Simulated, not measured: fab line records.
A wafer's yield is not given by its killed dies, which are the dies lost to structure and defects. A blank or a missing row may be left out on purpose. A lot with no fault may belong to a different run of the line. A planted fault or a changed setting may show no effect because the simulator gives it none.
Matching of chambers + flow gf180mcu + GF_V3_CMP_04 on cmp-01 has 4 sister chambers
The step polishes SiO2. 8 wafers are shown with their chamber, then 8 later ones without.

EACH WAFER AND ITS CHAMBER
| wafer  | chamber | motor_current_A (A) | time_to_endpoint_s (s) |
|--------|---------|---------------------|------------------------|
| L281.1 | 0       | 11.6                | 75                     |
| L281.6 | 3       | 12.5                | 89                     |
| L284.1 | 1       | 13.7                | 78                     |
| L284.6 | 2       | 12.0                | 77                     |
| L290.1 | 2       | 12.2                | 84                     |
| L290.2 | 3       | 12.1                | 85                     |
| L290.6 | 0       | 11.5                | 93                     |
| L291.2 | 1       | 13.0                | 81                     |

WAFERS MISSING THEIR CHAMBER
| wafer  | motor_current_A (A) | time_to_endpoint_s (s) |
|--------|---------------------|------------------------|
| L291.5 | 13.1                | 85                     |
| L291.6 | 12.9                | 73                     |
| L292.1 | 11.9                | 77                     |
| L292.2 | 12.5                | 83                     |
| L292.3 | 12.3                | 82                     |
| L299.2 | 11.3                | 70                     |
| L299.4 | 12.4                | 72                     |
| L299.6 | 11.9                | 73                     |

EACH ONE'S CHAMBER
| wafer  | from the rows above               | in truth |
|--------|-----------------------------------|----------|
| L291.5 | can't be placed: 1 or 3           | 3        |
| L291.6 | can't be placed: 1 or 3 or 2      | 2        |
| L292.1 | can't be placed: 2 or 0 or 3      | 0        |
| L292.2 | can't be placed: 3 or 2           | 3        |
| L292.3 | can't be placed: 2 or 3 or 0      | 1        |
| L299.2 | can't be placed: 0 or 2 or 3      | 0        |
| L299.4 | can't be placed: 2 or 3 or 0 or 1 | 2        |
| L299.6 | can't be placed: 2 or 0 or 3      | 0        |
Correctly placed: 0 of 8. These rows do not allow placing 8 (true chamber among the candidates in 7). Placed wrongly: 0.
How it was worked out, from the rows above alone: a wafer's distance from a chamber is the root of the sum, over the readings, of the square of ((its reading less the chamber's mean) divided by the reading's scatter). The wafer belongs to the nearest chamber; if the next one is less than 2 further off, it can't be placed. For every chamber, the mean is computed from those of its wafers that are shown. The scatter: take each reading less its chamber's mean, square it, sum over the shown wafers, divide by the number of wafers less the number of chambers, and take the root.
